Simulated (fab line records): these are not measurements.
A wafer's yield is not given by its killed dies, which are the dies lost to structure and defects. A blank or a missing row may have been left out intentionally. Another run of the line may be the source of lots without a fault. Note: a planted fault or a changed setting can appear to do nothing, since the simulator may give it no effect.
2 desks looking at one fault ; flow sky130 ; each desk holds nothing but its own numbers, with what lay behind them at the end

## THE METROLOGY DESK
What the gauges read for every lot (on any tool): the sampled wafers with a number, averaged. If a lot's mean is further than 4 standard deviations from the usual mean, the lot is out of limits and carries the mark OUT (the distance appears in the brackets).
Columns: A = cd_nm at SKY_FIELD_ISO_CD_MEAS_13, usual 150.1 nm; B = FIELD_ISO_OXIDATION_01_THK at SKY_FIELD_ISO_THK_MEAS_23, usual 9.93 nm; C = FIELD_ISO_CVD_24_THK at SKY_FIELD_ISO_THK_MEAS_25, usual 597 nm
lot;first seen here;A;B;C
L290;day 2 10:16;148.4;10.20;591
L301;day 4 20:07;150.7;10.27;604
L305;day 5 16:34;149.7;9.93;595
L307;day 6 03:19;149.7;9.91;596
L308;day 6 08:54;148.4;9.85;592
This desk found nothing out of limits on any of the 5 lots.

## THE TOOL OWNER'S DESK: rie_si-02
The tool's own readings at SKY_FIELD_ISO_ETCH_17 (etches Si in HBr/Cl2/O2, target depth 342 nm, time 97.7 s): means of the sampled wafers that have a number, for each lot that ran on this tool. If a lot's mean is further than 4 standard deviations from the usual mean, the lot is out of limits and carries the mark OUT (the distance appears in the brackets).
Columns: A = bias_w at SKY_FIELD_ISO_ETCH_17, usual 149.9 W; B = drypump_motor_current_A at SKY_FIELD_ISO_ETCH_17, usual 5.6 A; C = oes_product_au at SKY_FIELD_ISO_ETCH_17, usual 1.001 a.u.; D = rf_fwd_power_W at SKY_FIELD_ISO_ETCH_17, usual 596.5 W; E = throttle_valve_pct at SKY_FIELD_ISO_ETCH_17, usual 25.656 %
lot;first seen here;A;B;C;D;E
L290;day 2 10:34;149.9;6.2;0.990;597.4;25.665
L301;day 4 20:25;150.3;5.4;0.864 (-15) OUT;599.0;25.746 (+9.0) OUT
This desk's finding: out of limits on L301; first on L301, day 4 20:25 (oes_product_au at SKY_FIELD_ISO_ETCH_17). L290 stayed within limits.

## PUT TOGETHER
On L301, at day 4 20:25, an alarm was possible from the tool owner's desk.
The metrology desk saw nothing out of limits.
The metrology desk has L301 on record, within its limits.
SKY_FIELD_ISO_ETCH_17 was run on rie_si-02 by each of the lots named.

## WHAT THE SIMULATOR HAD INSERTED
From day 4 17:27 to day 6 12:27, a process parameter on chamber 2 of rie_si-02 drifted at SKY_FIELD_ISO_ETCH_17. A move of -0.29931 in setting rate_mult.
Shown lots that were struck: L301.
How many hours passed from the start of the fault until each desk's first out-of-limits reading: the tool owner's desk, 3.
